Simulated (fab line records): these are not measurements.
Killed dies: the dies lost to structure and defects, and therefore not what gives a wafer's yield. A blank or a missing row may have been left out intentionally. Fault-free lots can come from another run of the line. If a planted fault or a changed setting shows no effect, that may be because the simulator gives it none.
fab line records / flow gf180mcu / part 2 of 2: steps 27 to 36 of 36
record lots=5 wafers=15 lastDay=33
route steps=602 shown CONTACT@291 M1@315
lots that met no fault: from a run of the same line without faults
startH: hours from the record's opening day to when the first of the lot's shown wafers began / waitH: hours since the lot's step before / " same as the row above / L1.1+2: several wafers, shown together as one row / - no value, or no start was given / * or withheld: withheld / < > ~ a bound
route shown NAME@n: a module of which the file shows steps, and the number in the route of the first / usual: average and standard deviation across the fault-free wafers / same: alike in all rows / chamber/n: place in a boat / sites: readings site by site / _std_site: standard deviation of those values / _edge_site: outer sites' mean less inner sites' / radiusMm: for every site, how far away it sits from the centre of the wafer / mask NAME#n: copy n / behind: the last tool/chamber to shape the wafer / hold: why the lot went on hold/how many hours it stayed there/how the hold came to an end / device: the transistor (n, p or np) that didn't switch / end of line: at the end of the route, the tests of the same wafers / for a step that has no rows: nothing shown but its recipe / killed: at the first sort, the dies lost to defects and structure; wafer yield is something else / map: a wafer's dies, marking killed ones x, the rest . and places with no die _
set.NAME: setting as actually run; set.NAME@STEP: the setting as run at that earlier step / model.NAME: the simulator's own value behind a step, which no gauge read
a table for each step, a row for each wafer; lots at some steps of the route
services: from which hour (startH, from the record's first day; less than 0 if before it) a tool's chamber was out of use, for how many hours, and why
## steps
# step GF_M1_SPUTTER_02
# recipe material=AlCu targetThkNm=450 powerW=10600 timeS=23.9 chamberPressurePa=0.4
# usual throttleValvePct=29.6/1.1
lot.wafer=L081.2 tool=pvdSputter-03 chamber=- startH=432.37 waitH=0.0 throttleValvePct=29.4
lot.wafer=L081.3 tool=pvdSputter-03 chamber=- startH=432.37 waitH=0.0 throttleValvePct=28.9
lot.wafer=L081.6 tool=pvdSputter-03 chamber=- startH=432.37 waitH=0.0 throttleValvePct=29.0
lot.wafer=L086.2 tool=pvdSputter-03 chamber=- startH=474.89 waitH=0.0 throttleValvePct=29.4
lot.wafer=L086.5 tool=pvdSputter-03 chamber=- startH=474.89 waitH=0.0 throttleValvePct=29.6
lot.wafer=L086.6 tool=pvdSputter-03 chamber=- startH=474.89 waitH=0.0 throttleValvePct=30.0
lot.wafer=L089.3 tool=pvdSputter-02 chamber=- startH=501.15 waitH=0.0 throttleValvePct=30.7
lot.wafer=L089.4 tool=pvdSputter-02 chamber=- startH=501.15 waitH=0.0 throttleValvePct=30.8
lot.wafer=L089.5 tool=pvdSputter-02 chamber=- startH=501.15 waitH=0.0 throttleValvePct=31.0
lot.wafer=L092.3 tool=pvdSputter-04 chamber=- startH=519.73 waitH=0.0 throttleValvePct=30.0
lot.wafer=L092.4 tool=pvdSputter-04 chamber=- startH=519.73 waitH=0.0 throttleValvePct=28.8
lot.wafer=L092.5 tool=pvdSputter-04 chamber=- startH=519.73 waitH=0.0 throttleValvePct=30.1
lot.wafer=L094.2 tool=pvdSputter-02 chamber=- startH=540.81 waitH=0.0 throttleValvePct=30.4
lot.wafer=L094.3 tool=pvdSputter-02 chamber=- startH=540.81 waitH=0.0 throttleValvePct=29.2
lot.wafer=L094.6 tool=pvdSputter-02 chamber=- startH=540.81 waitH=0.0 throttleValvePct=29.5
# step GF_M1_SPUTTER_03
# recipe material=Ti targetThkNm=10 substrateTempC=300 chamberPressurePa=0.3 powerW=3000 timeS=6.7
# usual throttleValvePct=29.7/1.1
lot.wafer=L081.2 tool=pvdSputter-03 chamber=- startH=432.40 waitH=0.0 throttleValvePct=29.6
lot.wafer=L081.3 tool=pvdSputter-03 chamber=- startH=432.40 waitH=0.0 throttleValvePct=28.8
lot.wafer=L081.6 tool=pvdSputter-03 chamber=- startH=432.40 waitH=0.0 throttleValvePct=29.2
lot.wafer=L086.2 tool=pvdSputter-03 chamber=- startH=474.92 waitH=0.0 throttleValvePct=29.4
lot.wafer=L086.5 tool=pvdSputter-03 chamber=- startH=474.92 waitH=0.0 throttleValvePct=29.5
lot.wafer=L086.6 tool=pvdSputter-03 chamber=- startH=474.92 waitH=0.0 throttleValvePct=30.1
lot.wafer=L089.3 tool=pvdSputter-02 chamber=- startH=501.18 waitH=0.0 throttleValvePct=30.7
lot.wafer=L089.4 tool=pvdSputter-02 chamber=- startH=501.18 waitH=0.0 throttleValvePct=30.8
lot.wafer=L089.5 tool=pvdSputter-02 chamber=- startH=501.18 waitH=0.0 throttleValvePct=30.6
lot.wafer=L092.3 tool=pvdSputter-04 chamber=- startH=519.76 waitH=0.0 throttleValvePct=30.1
lot.wafer=L092.4 tool=pvdSputter-04 chamber=- startH=519.76 waitH=0.0 throttleValvePct=28.9
lot.wafer=L092.5 tool=pvdSputter-04 chamber=- startH=519.76 waitH=0.0 throttleValvePct=30.1
lot.wafer=L094.2 tool=pvdSputter-02 chamber=- startH=540.84 waitH=0.0 throttleValvePct=30.4
lot.wafer=L094.3 tool=pvdSputter-02 chamber=- startH=540.84 waitH=0.0 throttleValvePct=29.5
lot.wafer=L094.6 tool=pvdSputter-02 chamber=- startH=540.84 waitH=0.0 throttleValvePct=29.3
# step GF_M1_SPUTTER_04
# recipe material=TiN targetThkNm=50 powerW=6500 timeS=41.7 chamberPressurePa=0.4
# usual throttleValvePct=29.6/1.1
lot.wafer=L081.2 tool=pvdSputter-03 chamber=- startH=432.42 waitH=0.0 throttleValvePct=29.3
lot.wafer=L081.3 tool=pvdSputter-03 chamber=- startH=432.42 waitH=0.0 throttleValvePct=29.0
lot.wafer=L081.6 tool=pvdSputter-03 chamber=- startH=432.42 waitH=0.0 throttleValvePct=29.0
lot.wafer=L086.2 tool=pvdSputter-03 chamber=- startH=474.94 waitH=0.0 throttleValvePct=29.4
lot.wafer=L086.5 tool=pvdSputter-03 chamber=- startH=474.94 waitH=0.0 throttleValvePct=29.4
lot.wafer=L086.6 tool=pvdSputter-03 chamber=- startH=474.94 waitH=0.0 throttleValvePct=29.8
lot.wafer=L089.3 tool=pvdSputter-02 chamber=- startH=501.20 waitH=0.0 throttleValvePct=30.3
lot.wafer=L089.4 tool=pvdSputter-02 chamber=- startH=501.20 waitH=0.0 throttleValvePct=31.0
lot.wafer=L089.5 tool=pvdSputter-02 chamber=- startH=501.20 waitH=0.0 throttleValvePct=31.1
lot.wafer=L092.3 tool=pvdSputter-04 chamber=- startH=519.78 waitH=0.0 throttleValvePct=30.0
lot.wafer=L092.4 tool=pvdSputter-04 chamber=- startH=519.78 waitH=0.0 throttleValvePct=28.7
lot.wafer=L092.5 tool=pvdSputter-04 chamber=- startH=519.78 waitH=0.0 throttleValvePct=30.0
lot.wafer=L094.2 tool=pvdSputter-02 chamber=- startH=540.86 waitH=0.0 throttleValvePct=30.8
lot.wafer=L094.3 tool=pvdSputter-02 chamber=- startH=540.86 waitH=0.0 throttleValvePct=29.3
lot.wafer=L094.6 tool=pvdSputter-02 chamber=- startH=540.86 waitH=0.0 throttleValvePct=29.3
# step GF_M1_RS_MEAS_05
# recipe thkMeasGauge=four-point-probe reads=TiN_of_M1_SPUTTER_04+Ti_of_M1_SPUTTER_03+AlCu_of_M1_SPUTTER_02+TiN_of_M1_SPUTTER_01+Ti_of_M1_SPUTTER_00
# usual M1_ALCU_RS=0.0694/0.00081
lot.wafer=L081.2 tool=filmMetro-03 chamber=- startH=432.48 waitH=0.0 M1_ALCU_RS[ohm/sq]=0.0698
lot.wafer=L081.3 tool=filmMetro-03 chamber=- startH=432.48 waitH=0.0 M1_ALCU_RS[ohm/sq]=0.0692
lot.wafer=L081.6 tool=filmMetro-03 chamber=- startH=432.48 waitH=0.0 M1_ALCU_RS[ohm/sq]=0.0689
lot.wafer=L086.2 tool=filmMetro-02 chamber=- startH=475.00 waitH=0.0 M1_ALCU_RS[ohm/sq]=0.0705
lot.wafer=L086.5 tool=filmMetro-02 chamber=- startH=475.00 waitH=0.0 M1_ALCU_RS[ohm/sq]=0.0708
lot.wafer=L086.6 tool=filmMetro-02 chamber=- startH=475.00 waitH=0.0 M1_ALCU_RS[ohm/sq]=0.0694
lot.wafer=L089.3 tool=filmMetro-01 chamber=- startH=501.28 waitH=0.1 M1_ALCU_RS[ohm/sq]=0.0696
lot.wafer=L089.4 tool=filmMetro-01 chamber=- startH=501.28 waitH=0.1 M1_ALCU_RS[ohm/sq]=0.0690
lot.wafer=L089.5 tool=filmMetro-01 chamber=- startH=501.28 waitH=0.1 M1_ALCU_RS[ohm/sq]=0.0692
lot.wafer=L092.3 tool=filmMetro-01 chamber=- startH=519.86 waitH=0.1 M1_ALCU_RS[ohm/sq]=0.0701
lot.wafer=L092.4 tool=filmMetro-01 chamber=- startH=519.86 waitH=0.1 M1_ALCU_RS[ohm/sq]=0.0694
lot.wafer=L092.5 tool=filmMetro-01 chamber=- startH=519.86 waitH=0.1 M1_ALCU_RS[ohm/sq]=0.0703
lot.wafer=L094.2 tool=filmMetro-03 chamber=- startH=540.92 waitH=0.0 M1_ALCU_RS[ohm/sq]=0.0704
lot.wafer=L094.3 tool=filmMetro-03 chamber=- startH=540.92 waitH=0.0 M1_ALCU_RS[ohm/sq]=0.0712
lot.wafer=L094.6 tool=filmMetro-03 chamber=- startH=540.92 waitH=0.0 M1_ALCU_RS[ohm/sq]=0.0708
# step GF_M1_THK_MEAS_06
# recipe thkMeasGauge=xrf reads=AlCu_of_M1_SPUTTER_02
# usual M1_ALCU_THK=450/5.1
lot.wafer=L081.2 tool=filmMetro-03 chamber=- startH=432.59 waitH=0.1 M1_ALCU_THK[nm]=450
lot.wafer=L081.3 tool=filmMetro-03 chamber=- startH=432.59 waitH=0.1 M1_ALCU_THK[nm]=451
lot.wafer=L081.6 tool=filmMetro-03 chamber=- startH=432.59 waitH=0.1 M1_ALCU_THK[nm]=455
lot.wafer=L086.2 tool=filmMetro-02 chamber=- startH=475.11 waitH=0.1 M1_ALCU_THK[nm]=445
lot.wafer=L086.5 tool=filmMetro-02 chamber=- startH=475.11 waitH=0.1 M1_ALCU_THK[nm]=443
lot.wafer=L086.6 tool=filmMetro-02 chamber=- startH=475.11 waitH=0.1 M1_ALCU_THK[nm]=452
lot.wafer=L089.3 tool=filmMetro-01 chamber=- startH=501.38 waitH=0.1 M1_ALCU_THK[nm]=450
lot.wafer=L089.4 tool=filmMetro-01 chamber=- startH=501.38 waitH=0.1 M1_ALCU_THK[nm]=454
lot.wafer=L089.5 tool=filmMetro-01 chamber=- startH=501.38 waitH=0.1 M1_ALCU_THK[nm]=449
lot.wafer=L092.3 tool=filmMetro-01 chamber=- startH=519.96 waitH=0.1 M1_ALCU_THK[nm]=443
lot.wafer=L092.4 tool=filmMetro-01 chamber=- startH=519.96 waitH=0.1 M1_ALCU_THK[nm]=451
lot.wafer=L092.5 tool=filmMetro-01 chamber=- startH=519.96 waitH=0.1 M1_ALCU_THK[nm]=444
lot.wafer=L094.2 tool=filmMetro-03 chamber=- startH=541.03 waitH=0.1 M1_ALCU_THK[nm]=445
lot.wafer=L094.3 tool=filmMetro-03 chamber=- startH=541.03 waitH=0.1 M1_ALCU_THK[nm]=439
lot.wafer=L094.6 tool=filmMetro-03 chamber=- startH=541.03 waitH=0.1 M1_ALCU_THK[nm]=442
# step GF_M1_DEHYDRATE_07
# recipe tempC=200 timeS=60
# usual exhaustPa=45.0/0.84
lot.wafer=L081.2 tool=lithoTrack-03 chamber=0 startH=444.39 waitH=11.8 exhaustPa=43.5
lot.wafer=L081.3 tool=lithoTrack-03 chamber=0 startH=444.39 waitH=11.8 exhaustPa=46.2
lot.wafer=L081.6 tool=lithoTrack-03 chamber=0 startH=444.39 waitH=11.8 exhaustPa=43.7
lot.wafer=L086.2 tool=lithoTrack-03 chamber=0 startH=486.44 waitH=11.3 exhaustPa=44.3
lot.wafer=L086.5 tool=lithoTrack-03 chamber=0 startH=486.44 waitH=11.3 exhaustPa=43.5
lot.wafer=L086.6 tool=lithoTrack-03 chamber=0 startH=486.44 waitH=11.3 exhaustPa=43.4
lot.wafer=L089.3 tool=lithoTrack-01 chamber=0 startH=512.72 waitH=11.3 exhaustPa=44.8
lot.wafer=L089.4 tool=lithoTrack-01 chamber=0 startH=512.72 waitH=11.3 exhaustPa=44.7
lot.wafer=L089.5 tool=lithoTrack-01 chamber=0 startH=512.72 waitH=11.3 exhaustPa=44.8
lot.wafer=L092.3 tool=lithoTrack-02 chamber=0 startH=530.84 waitH=10.9 exhaustPa=45.6
lot.wafer=L092.4 tool=lithoTrack-02 chamber=0 startH=530.84 waitH=10.9 exhaustPa=44.4
lot.wafer=L092.5 tool=lithoTrack-02 chamber=0 startH=530.84 waitH=10.9 exhaustPa=45.9
lot.wafer=L094.2 tool=lithoTrack-02 chamber=0 startH=551.52 waitH=10.5 exhaustPa=46.4
lot.wafer=L094.3 tool=lithoTrack-02 chamber=0 startH=551.52 waitH=10.5 exhaustPa=45.2
lot.wafer=L094.6 tool=lithoTrack-02 chamber=0 startH=551.52 waitH=10.5 exhaustPa=45.0
# step GF_M1_HMDS_08
# recipe primeTimeS=60 primeTempC=120
# usual exhaustPa=45.0/0.86
# same primeTimeS=60
lot.wafer=L081.2 tool=lithoTrack-03 chamber=0 startH=444.54 waitH=0.1 exhaustPa=45.4
lot.wafer=L081.3 tool=lithoTrack-03 chamber=0 startH=444.54 waitH=0.1 exhaustPa=43.9
lot.wafer=L081.6 tool=lithoTrack-03 chamber=0 startH=444.54 waitH=0.1 exhaustPa=44.0
lot.wafer=L086.2 tool=lithoTrack-03 chamber=0 startH=486.59 waitH=0.1 exhaustPa=44.0
lot.wafer=L086.5 tool=lithoTrack-03 chamber=0 startH=486.59 waitH=0.1 exhaustPa=44.8
lot.wafer=L086.6 tool=lithoTrack-03 chamber=0 startH=486.59 waitH=0.1 exhaustPa=44.6
lot.wafer=L089.3 tool=lithoTrack-01 chamber=0 startH=512.87 waitH=0.1 exhaustPa=46.4
lot.wafer=L089.4 tool=lithoTrack-01 chamber=0 startH=512.87 waitH=0.1 exhaustPa=46.7
lot.wafer=L089.5 tool=lithoTrack-01 chamber=0 startH=512.87 waitH=0.1 exhaustPa=46.8
lot.wafer=L092.3 tool=lithoTrack-02 chamber=0 startH=530.99 waitH=0.1 exhaustPa=44.7
lot.wafer=L092.4 tool=lithoTrack-02 chamber=0 startH=530.99 waitH=0.1 exhaustPa=45.8
lot.wafer=L092.5 tool=lithoTrack-02 chamber=0 startH=530.99 waitH=0.1 exhaustPa=44.5
lot.wafer=L094.2 tool=lithoTrack-02 chamber=0 startH=551.67 waitH=0.1 exhaustPa=44.5
lot.wafer=L094.3 tool=lithoTrack-02 chamber=0 startH=551.67 waitH=0.1 exhaustPa=43.6
lot.wafer=L094.6 tool=lithoTrack-02 chamber=0 startH=551.67 waitH=0.1 exhaustPa=44.1
# step GF_M1_COAT_09
# recipe resist=KrF spinRpm=withheld resistThkNm=1000
# usual exhaustPa=44.9/0.9
lot.wafer=L081.2 tool=lithoTrack-03 chamber=0 startH=444.69 waitH=0.1 exhaustPa=44.2
lot.wafer=L081.3 tool=lithoTrack-03 chamber=0 startH=444.69 waitH=0.1 exhaustPa=44.0
lot.wafer=L081.6 tool=lithoTrack-03 chamber=0 startH=444.69 waitH=0.1 exhaustPa=43.8
lot.wafer=L086.2 tool=lithoTrack-03 chamber=0 startH=486.74 waitH=0.1 exhaustPa=45.9
lot.wafer=L086.5 tool=lithoTrack-03 chamber=0 startH=486.74 waitH=0.1 exhaustPa=44.6
lot.wafer=L086.6 tool=lithoTrack-03 chamber=0 startH=486.74 waitH=0.1 exhaustPa=45.1
lot.wafer=L089.3 tool=lithoTrack-01 chamber=0 startH=513.02 waitH=0.1 exhaustPa=44.4
lot.wafer=L089.4 tool=lithoTrack-01 chamber=0 startH=513.02 waitH=0.1 exhaustPa=44.2
lot.wafer=L089.5 tool=lithoTrack-01 chamber=0 startH=513.02 waitH=0.1 exhaustPa=45.2
lot.wafer=L092.3 tool=lithoTrack-02 chamber=0 startH=531.14 waitH=0.1 exhaustPa=45.5
lot.wafer=L092.4 tool=lithoTrack-02 chamber=0 startH=531.14 waitH=0.1 exhaustPa=45.3
lot.wafer=L092.5 tool=lithoTrack-02 chamber=0 startH=531.14 waitH=0.1 exhaustPa=44.9
lot.wafer=L094.2 tool=lithoTrack-02 chamber=0 startH=551.82 waitH=0.1 exhaustPa=45.1
lot.wafer=L094.3 tool=lithoTrack-02 chamber=0 startH=551.82 waitH=0.1 exhaustPa=45.9
lot.wafer=L094.6 tool=lithoTrack-02 chamber=0 startH=551.82 waitH=0.1 exhaustPa=44.6
# step GF_M1_SOFTBAKE_10
# recipe tempC=130 timeS=60 resist=KrF
# usual exhaustPa=45.1/0.88
lot.wafer=L081.2 tool=lithoTrack-03 chamber=0 startH=444.84 waitH=0.1 exhaustPa=45.7
lot.wafer=L081.3 tool=lithoTrack-03 chamber=0 startH=444.84 waitH=0.1 exhaustPa=46.1
lot.wafer=L081.6 tool=lithoTrack-03 chamber=0 startH=444.84 waitH=0.1 exhaustPa=45.2
lot.wafer=L086.2 tool=lithoTrack-03 chamber=0 startH=486.89 waitH=0.1 exhaustPa=44.7
lot.wafer=L086.5 tool=lithoTrack-03 chamber=0 startH=486.89 waitH=0.1 exhaustPa=45.6
lot.wafer=L086.6 tool=lithoTrack-03 chamber=0 startH=486.89 waitH=0.1 exhaustPa=45.2
lot.wafer=L089.3 tool=lithoTrack-01 chamber=0 startH=513.17 waitH=0.1 exhaustPa=44.7
lot.wafer=L089.4 tool=lithoTrack-01 chamber=0 startH=513.17 waitH=0.1 exhaustPa=45.4
lot.wafer=L089.5 tool=lithoTrack-01 chamber=0 startH=513.17 waitH=0.1 exhaustPa=44.9
lot.wafer=L092.3 tool=lithoTrack-02 chamber=0 startH=531.29 waitH=0.1 exhaustPa=43.9
lot.wafer=L092.4 tool=lithoTrack-02 chamber=0 startH=531.29 waitH=0.1 exhaustPa=44.7
lot.wafer=L092.5 tool=lithoTrack-02 chamber=0 startH=531.29 waitH=0.1 exhaustPa=43.5
lot.wafer=L094.2 tool=lithoTrack-02 chamber=0 startH=551.97 waitH=0.1 exhaustPa=46.8
lot.wafer=L094.3 tool=lithoTrack-02 chamber=0 startH=551.97 waitH=0.1 exhaustPa=46.6
lot.wafer=L094.6 tool=lithoTrack-02 chamber=0 startH=551.97 waitH=0.1 exhaustPa=46.2
# step GF_M1_EXPOSE_11
# recipe maskId=Metal1 targetCdNm=230 na=0.68 sourceShape=conventional sigmaOuter=0.6 doseMj=28
lot.wafer=L081.2+3+6 tool=krfScanner-01 chamber=0 startH=- waitH=- mask=Metal1#0
lot.wafer=L086.2+5+6 tool=krfScanner-02 chamber=0 startH=- waitH=- mask=Metal1#0
lot.wafer=L089.3+4+5 tool=krfScanner-01 chamber=0 startH=- waitH=- mask=Metal1#0
lot.wafer=L092.3+4+5 tool=krfScanner-02 chamber=0 startH=- waitH=- mask=Metal1#0
lot.wafer=L094.2+3+6 tool=krfScanner-02 chamber=0 startH=- waitH=- mask=Metal1#0
## services
tool=cmp-02 chamber=- startH=383.60 hours=1.7 kind=repair
tool=pvdSputter-03 chamber=- startH=387.16 hours=4.8 kind=repair
tool=wetBench-03 chamber=- startH=399.79 hours=1.5 kind=repair
tool=cmp-02 chamber=- startH=404.00 hours=4.0 kind=pm
tool=pvdSputter-02 chamber=- startH=423.31 hours=6.9 kind=repair
tool=cmp-01 chamber=- startH=423.71 hours=2.8 kind=repair
tool=cmp-01 chamber=- startH=426.53 hours=6.1 kind=pm
tool=krfScanner-02 chamber=- startH=434.30 hours=0.8 kind=pm
tool=krfScanner-02 chamber=- startH=455.05 hours=3.6 kind=pm
tool=cmp-01 chamber=- startH=459.43 hours=15.1 kind=pm
tool=krfScanner-02 chamber=- startH=462.06 hours=0.8 kind=pm
tool=krfScanner-02 chamber=- startH=464.75 hours=0.9 kind=repair
tool=pvdSputter-02 chamber=- startH=468.62 hours=5.7 kind=repair
tool=wetBench-01 chamber=- startH=469.38 hours=1.9 kind=repair
tool=rieDiel-01 chamber=3 startH=471.98 hours=7.8 kind=repair
tool=krfScanner-02 chamber=- startH=475.99 hours=0.1 kind=repair
tool=wetBench-01 chamber=- startH=482.10 hours=3.9 kind=repair
tool=cmp-01 chamber=- startH=498.85 hours=0.6 kind=repair
tool=wetBench-01 chamber=- startH=500.76 hours=1.7 kind=repair
tool=rieDiel-01 chamber=- startH=506.97 hours=2.8 kind=pm
tool=krfScanner-02 chamber=- startH=508.24 hours=1.0 kind=pm
tool=krfScanner-02 chamber=- startH=526.08 hours=1.3 kind=pm
tool=cmp-01 chamber=- startH=528.63 hours=7.4 kind=repair
tool=pvdSputter-04 chamber=- startH=532.45 hours=2.3 kind=repair
